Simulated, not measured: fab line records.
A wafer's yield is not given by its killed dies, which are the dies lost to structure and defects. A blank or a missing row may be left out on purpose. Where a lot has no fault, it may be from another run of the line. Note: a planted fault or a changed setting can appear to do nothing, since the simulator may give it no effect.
What tool caused it? ; flow gf180mcu ; 14 lots, 42 wafers sampled, at 3 steps of a route of 602

## WHAT EACH GAUGE READ, for each wafer
GF_HV_LDD_OVL_MEAS_32. Usual: HV_LDD_02_OVL gives -0.2 nm (standard deviation 1.5).
lot;measured;on;HV_LDD_02_OVL (nm);flag
L158;day 11 15:12;overlay-02;-2.9 -2.0 -1.1;
L160;day 12 14:37;overlay-01;-0.9 0.9 0.9;
L161;day 12 15:55;overlay-01;0.8 -0.4 0.2;
L163;day 13 14:43;overlay-01;2.0 -0.2 0.8;
L164;day 13 15:05;overlay-01;1.2 0.3 0.3;
L165;day 13 15:38;overlay-02;-3.0 -1.7 -1.9;
L168;day 14 19:07;overlay-02;0.2 0.1 -0.6;
L169;day 15 01:11;overlay-02;-1.0 1.0 -1.7;
L170;day 15 16:02;overlay-02;0.5 0.4 -0.3;
L171;day 16 08:55;overlay-01;0.7 1.7 2.3;
L172;day 16 09:14;overlay-01;0.3 1.3 -0.8;
L178;day 18 09:55;overlay-01;-0.9 0.4 0.2;
L180;day 18 15:17;overlay-02;1.2 2.4 1.3;
L181;day 19 10:11;overlay-02;-1.7 0.9 2.4;

GF_NSD_TW_MEAS_12. Usual: NSD_TW gives 4235 (standard deviation 58).
lot;measured;on;NSD_TW;flag
L158;day 13 19:02;film_metro-01;4278 4247 4241;
L160;day 14 12:05;film_metro-02;4157 4166 4187;
L161;day 14 16:04;film_metro-02;4175 4175 4173;
L163;day 15 14:37;film_metro-03;4293 4286 4270;
L164;day 15 16:25;film_metro-02;4154 4157 4144;
L165;day 15 15:47;film_metro-01;4247 4255 4242;
L168;day 16 19:46;film_metro-03;4295 4262 4252;
L169;day 17 00:11;film_metro-03;4254 4253 4265;
L170;day 17 17:34;film_metro-02;4171 4160 4139;
L171;day 18 13:07;film_metro-03;4308 4289 4294;
L172;day 18 13:45;film_metro-02;4190 4183 4157;
L178;day 20 14:31;film_metro-03;4275 4290 4275;
L180;day 20 20:12;film_metro-02;4127 4135 4138;
L181;day 21 14:27;film_metro-03;4288 4319 4296;

## WHICH TOOL RAN EACH LOT (tool, then ch and the chambers of the sampled wafers, then the start)
lot;GF_NSD_STRIP_11
L158;plasma_asher-02 ch 0,1, day 13 18:55
L160;plasma_asher-04 ch 0,1, day 14 11:59
L161;plasma_asher-02 ch 0,1, day 14 15:58
L163;plasma_asher-03 ch 0,1, day 15 14:31
L164;plasma_asher-03 ch 0,1, day 15 16:19
L165;plasma_asher-03 ch 0,1, day 15 15:40
L168;plasma_asher-03 ch 0,1, day 16 19:40
L169;plasma_asher-02 ch 0,1, day 17 00:05
L170;plasma_asher-04 ch 0,1, day 17 17:28
L171;plasma_asher-02 ch 0,1, day 18 13:01
L172;plasma_asher-03 ch 0,1, day 18 13:40
L178;plasma_asher-04 ch 0,1, day 20 14:25
L180;plasma_asher-03 ch 0,1, day 20 20:07
L181;plasma_asher-04 ch 0,1, day 21 14:21
- GF_NSD_STRIP_11: strips in O2/N2.

## WHAT THE TOOLS THEMSELVES READ (means of the sampled wafers that have a number; where no wafer has one, the mark that the record gives instead)
GF_NSD_STRIP_11. Usual: drypump_motor_current_A 5.8 A, standard deviation 0.57; heater_power_w 330 W, standard deviation 34; oes_product_au 0.487 a.u., standard deviation 0.0043; strip_time_to_endpoint_s 22.97 s, standard deviation 0.043.
lot;tool;drypump_motor_current_A (A);heater_power_w (W);oes_product_au (a.u.);strip_time_to_endpoint_s (s);flag
L158;plasma_asher-02;5.3;312;0.486;23.02;
L160;plasma_asher-04;6.4;350;0.493;23.05;
L161;plasma_asher-02;5.3;309;0.481;22.95;
L163;plasma_asher-03;5.3;344;0.489;22.90;
L164;plasma_asher-03;5.4;347;0.485;22.94;
L165;plasma_asher-03;5.7;318;0.485;22.94;
L168;plasma_asher-03;5.7;320;0.487;22.98;
L169;plasma_asher-02;5.3;309;0.487;23.02;
L170;plasma_asher-04;6.3;334;0.483;22.92;
L171;plasma_asher-02;5.5;321;0.489;22.98;
L172;plasma_asher-03;5.4;346;0.481;23.01;
L178;plasma_asher-04;6.4;354;0.488;22.96;
L180;plasma_asher-03;5.7;317;0.488;23.02;
L181;plasma_asher-04;6.3;334;0.485;22.96;

## THE ANSWER, worked out from the rows above alone
Rule: a lot counts as off when the mean over its wafers that have a number is more than 3 standard deviations away from the usual mean. A lot without any number at a reading at which 4 lots or more have one is off too. Any other lot the step has rows for is counted as sound. Order of review: gauges by route order, followed by the tools' own readings, for which a lot's mean as printed above is used. At the first step where some lot is off, the reading lying furthest off is the one used; lots without a number count as furthest.
None of the lots is off at any reading shown; this tells nothing.

## WHAT THE SIMULATOR HAD INSERTED
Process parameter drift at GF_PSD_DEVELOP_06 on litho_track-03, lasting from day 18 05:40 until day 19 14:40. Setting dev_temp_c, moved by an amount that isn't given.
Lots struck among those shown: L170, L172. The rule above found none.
